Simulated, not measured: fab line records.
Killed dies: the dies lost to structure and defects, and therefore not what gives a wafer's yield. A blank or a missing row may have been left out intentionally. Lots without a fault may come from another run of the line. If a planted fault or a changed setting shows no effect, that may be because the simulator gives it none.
Matching of chambers	flow gf180mcu	GF_SAB_ETCH_11 on rie-diel-03: 4 sister chambers
The step etches SiO2 in C4F8/O2/Ar, target depth 55 nm, time 8.5 s. 17 wafers are shown with their chamber, then 8 later ones without.

## WAFERS PAIRED WITH THEIR CHAMBERS
wafer	chamber	oes-product-au (a.u.)
L148.2	0	0.996
L148.5	0	0.994
L148.6	1	0.987
L151.1	2	1.004
L151.5	0	1.015
L151.6	1	0.995
L154.2	2	1.009
L154.3	0	1.005
L154.5	2	1.009
L157.3	1	0.999
L157.4	2	1.012
L157.5	0	1.008
L160.1	3	1.000
L160.2	0	1.008
L160.6	1	0.994
L162.2	3	1.010
L162.5	0	1.021

SIGNATURES (averages over the wafers above)
reading	chamber 0	chamber 1	chamber 2	chamber 3	scatter within a chamber
oes-product-au	1.00671	0.99375	1.00850	1.00500	0.00741
Rule: a wafer lies at a distance from a chamber equal to the root of the sum of squares, over the readings, of (its reading less the chamber's mean, divided by the reading's scatter). If the next closest chamber is less than 2 further off than the closest, the wafer can't be placed; otherwise it belongs to the closest. How the scatter is found: for the shown wafers, subtract from each reading the mean of its chamber, square and add these, divide the total by (wafers less chambers), then take the root.

## WAFERS WITHOUT THEIR CHAMBER
wafer	oes-product-au (a.u.)
L162.6	0.999
L164.2	1.005
L164.5	1.008
L164.6	1.001
L165.3	1.001
L165.4	1.010
L166.2	1.001
L166.6	1.007

## CHAMBER TAKEN BY EACH
wafer	from the rows above	in truth
L162.6	can't be placed: 1 or 3 or 0 or 2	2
L164.2	can't be placed: 3 or 0 or 2 or 1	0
L164.5	can't be placed: 2 or 0 or 3 or 1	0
L164.6	can't be placed: 3 or 0 or 1 or 2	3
L165.3	can't be placed: 3 or 0 or 1 or 2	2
L165.4	can't be placed: 2 or 0 or 3 or 1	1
L166.2	can't be placed: 3 or 0 or 1 or 2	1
L166.6	can't be placed: 0 or 2 or 3 or 1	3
Correct placement for 0 of the 8. Not placeable from these rows: 8 (in 8, the candidates include the true chamber). Placed wrongly: 0.
